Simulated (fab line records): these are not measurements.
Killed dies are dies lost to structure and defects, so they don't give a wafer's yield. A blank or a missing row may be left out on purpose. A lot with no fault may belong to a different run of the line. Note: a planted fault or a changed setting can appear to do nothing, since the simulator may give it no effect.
Comparing a struck lot with a sound one || flow sky130 || 43 steps out of a route of 708
Sound: these wafers, L606.1, L606.2, L606.6. Struck: wafers L622.1, L622.3, L622.6. The cause is given at the end.
For every step that has rows: the tool of each side, followed by ch and its chambers, followed by its first start. Under that, the readings that differ: sound wafers || struck wafers || difference of the means || sigmas: that difference in standard deviations of wafers without a fault.
alike: same words and numbers on both sides, and readings whose means sit less than 2 such deviations apart. not compared: any withheld reading, any reading some wafer has no value for, any bound like >300 that may hide the same value, and any number with overlapping values for which the record gives no deviation.
Wherever a step has rows on one side only, a row that says differs or no value, or a row with sigmas, the two part there. When numbers do not overlap yet have no deviation, they are printed without sigmas and do not part them. A reading missing from all wafers of one side parts the sides only when that side holds two or more wafers.

first, 4 steps without rows for these wafers: SKY_METAL2_SOFTBAKE_11 (time 90 s); SKY_METAL2_EXPOSE_12 (exposes mask MM2, target cd 140 nm); SKY_METAL2_PEB_13; SKY_METAL2_DEVELOP_14 (develop time 60 s).
SKY_METAL2_CD_MEAS_15: the cd target is 140 nm.
  sound on cd sem-01 at day 35 11:31; struck on cd sem-02 at day 40 05:02
  alike: cd nm
SKY_METAL2_OVL_MEAS_16:
  sound on overlay-01 at day 35 11:38; struck on overlay-01 at day 40 05:09
  alike: METAL2_OVL
then, 1 step without rows for these wafers: SKY_METAL2_DESCUM_17 (chemistry O2, time 8 s).
SKY_METAL2_ETCH_18: etches BARC in N2/H2, stops on SiO2, time 45.9 s, target depth 60 nm.
  sound on rie metal-03 ch 0,1, day 35 11:43; struck on rie metal-03 ch 1, day 40 05:15
  alike: drypump motor current A, oes product au, throttle valve pct
  not compared: rf hours counter h
then, 1 step without rows for these wafers: SKY_METAL2_METAL_ETCH_19 (etches the open film in Cl2/BCl3, stops on SiO2, target depth 360 nm, time 78 s).
SKY_METAL2_STRIP_20: strips in O2/N2.
  sound on plasma asher-02 ch 0,1, day 35 11:52; struck on plasma asher-03 ch 0,1, day 40 05:34
  alike: drypump motor current A, oes product au, strip time to endpoint s
  not compared: rf hours counter h
then, 2 steps without rows for these wafers: SKY_METAL2_STRIP_21 (strips in post etch residue remover, time 1200 s); SKY_METAL2_CLEAN_22 (cleans in IPA, time 180 s).
SKY_METAL2_CLEAN_23: cleans in O3/DIW.
  sound on wet bench-04 ch 0, day 35 12:22; struck on wet bench-01 ch 0, day 40 06:10
then, 1 step without rows for these wafers: SKY_VIA2_HDPCVD_00 (deposits SiO2, target thk 1180 nm, time 196.7 s).
SKY_VIA2_THK_MEAS_01:
  sound on film metro-03 at day 35 12:35; struck on film metro-01 at day 40 06:29
  alike: VIA2_HDPCVD_THK
then, 1 step without rows for these wafers: SKY_VIA2_CMP_02 (polishes SiO2).
SKY_VIA2_BOW_MEAS_03:
  sound on film metro-03 at day 35 13:50; struck on film metro-04 at day 40 06:50
  alike: VIA2_BOW
then, 8 steps without rows for these wafers: SKY_VIA2_DEHYDRATE_04 (time 60 s); SKY_VIA2_HMDS_05 (prime time 60 s); SKY_VIA2_COAT_06 (resist thk 60 nm); SKY_VIA2_COAT_07 (resist thk 450 nm); SKY_VIA2_SOFTBAKE_08 (time 90 s); SKY_VIA2_EXPOSE_09 (exposes mask VIM2, target cd 200 nm); SKY_VIA2_PEB_10; SKY_VIA2_DEVELOP_11 (develop time 60 s).
SKY_VIA2_CD_MEAS_12: the cd target is 200 nm.
  sound on cd sem-02 at day 36 15:52; struck on cd sem-02 at day 41 06:46
  alike: cd nm
SKY_VIA2_OVL_MEAS_13:
  sound on overlay-01 at day 36 15:59; struck on overlay-01 at day 41 06:53
  alike: VIA2_OVL
then, 7 steps without rows for these wafers: SKY_VIA2_ETCH_14 (etches BARC in N2/H2, stops on SiO2, time 45.9 s, target depth 60 nm); SKY_VIA2_ETCH_15 (etches SiO2 in C4F8/O2/Ar, stops on TiN, target depth 546 nm, time 84 s); SKY_VIA2_STRIP_16 (strips in O2/N2); SKY_VIA2_STRIP_17 (strips in post etch residue remover, time 1200 s); SKY_VIA2_CLEAN_18 (cleans in IPA, time 180 s); SKY_VIA2_CLEAN_19 (cleans in O3/DIW); SKY_VIA2_SPUTTER_20 (material TiN, target thk 20 nm, time 80 s).
SKY_VIA2_CVD_21: deposits W, target thk 420 nm, time 126.4 s.
  sound on cvd w-01 ch 0,1, day 36 16:49; struck on cvd w-02 ch 0,1, day 41 08:01
  alike: heater power w
SKY_VIA2_RS_MEAS_22: the measuring method here is four-point-probe.
  sound on film metro-03 at day 36 16:57; struck on film metro-03 at day 41 08:09
  alike: VIA2_W_RS
SKY_VIA2_THK_MEAS_23: measures by xrf.
  sound on film metro-03 at day 36 17:04; struck on film metro-03 at day 41 08:16
  alike: VIA2_W_THK
SKY_VIA2_CMP_24: polishes, stops on SiO2, t overpolish 20 s, target thk 0 nm.
  sound on cmp-01 ch 0,2,3, day 36 17:14; struck on cmp-02 ch 2,3, day 41 08:23
  alike: head pressure psi, motor current A, overpolish run s, time to endpoint s
SKY_METAL3_SPUTTER_00: material Ti, target thk 15 nm, time 10 s.
  sound on pvd sputter-04 at day 36 17:26; struck on pvd sputter-03 at day 41 08:38
  alike: throttle valve pct
then, 3 steps without rows for these wafers: SKY_METAL3_SPUTTER_01 (material TiN, target thk 20 nm, time 16.7 s); SKY_METAL3_SPUTTER_02 (material AlCu, target thk 735 nm, time 39.1 s); SKY_METAL3_SPUTTER_03 (material Ti, target thk 5 nm, time 3.3 s).
-- the record jumps here: 8 days lie between the struck wafers' starts before and after (it left off in module METAL3 and takes up again in module PAD_OPEN, whose first step shown is number 708 of the route) --
SKY_PAD_OPEN_PROBE_99:
  sound on prober-01 at day 46 01:45; struck on prober-01 at day 49 16:02
{"reading": "defect limited yield (%)", "sound": "81.9 82.7 85.4", "struck": "76.0 73.6 75.0", "difference": -8.5, "sigmas": -4}
{"reading": "killed_at_M0_to_M3", "sound": "43 40 32", "struck": "76 83 86", "difference": "+43", "sigmas": "+6"}
{"reading": "killed dies", "sound": "89 85 72", "struck": "118 130 123", "difference": "+42", "sigmas": "+4"}
{"reading": "killed on rim", "sound": "22 12 15", "struck": "26 27 28", "difference": "+11", "sigmas": "+3"}
{"reading": "sort_bin_3_pad_short (%)", "sound": "1.0 1.0 1.0", "struck": "5.1 4.9 4.3", "difference": "+3.8", "sigmas": "+9"}
{"reading": "sort_bin_5_function (%)", "sound": "9.6 10.6 7.3", "struck": "12.2 15.7 13.6", "difference": "+4.7", "sigmas": "+3"}
{"reading": "sort n pass", "sound": "403 407 420", "struck": "374 362 369", "difference": -42, "sigmas": -4}
{"reading": "sort yield pct (%)", "sound": "81.9 82.7 85.4", "struck": "76.0 73.6 75.0", "difference": -8.5, "sigmas": -4}
{"reading": "model.etest.tester.sort n pass", "sound": "403 407 420", "struck": "374 362 369", "difference": -42, "sigmas": ""}
{"reading": "model.etest.tester.sort yield pct (%)", "sound": "81.91 82.72 85.37", "struck": "76.02 73.58 75", "difference": -8.47, "sigmas": ""}
{"reading": "model.etest.tester.sort_bin_5_pct (%)", "sound": "9.553 10.57 7.317", "struck": "12.2 15.65 13.62", "difference": "+4.7", "sigmas": ""}
{"reading": "model.etest.tester.sort_bin_3_pct (%)", "sound": "1.016 1.016 1.016", "struck": "5.081 4.878 4.268", "difference": "+3.726", "sigmas": ""}
  alike: killed_at_M4_up, killed at contacts, killed at front end, killed at other, killed open, killed short, sort_bin_6_memory

== WHERE THEY PART ==
SKY_PAD_OPEN_PROBE_99 only, going by this record.

WHY: what the simulator had put in
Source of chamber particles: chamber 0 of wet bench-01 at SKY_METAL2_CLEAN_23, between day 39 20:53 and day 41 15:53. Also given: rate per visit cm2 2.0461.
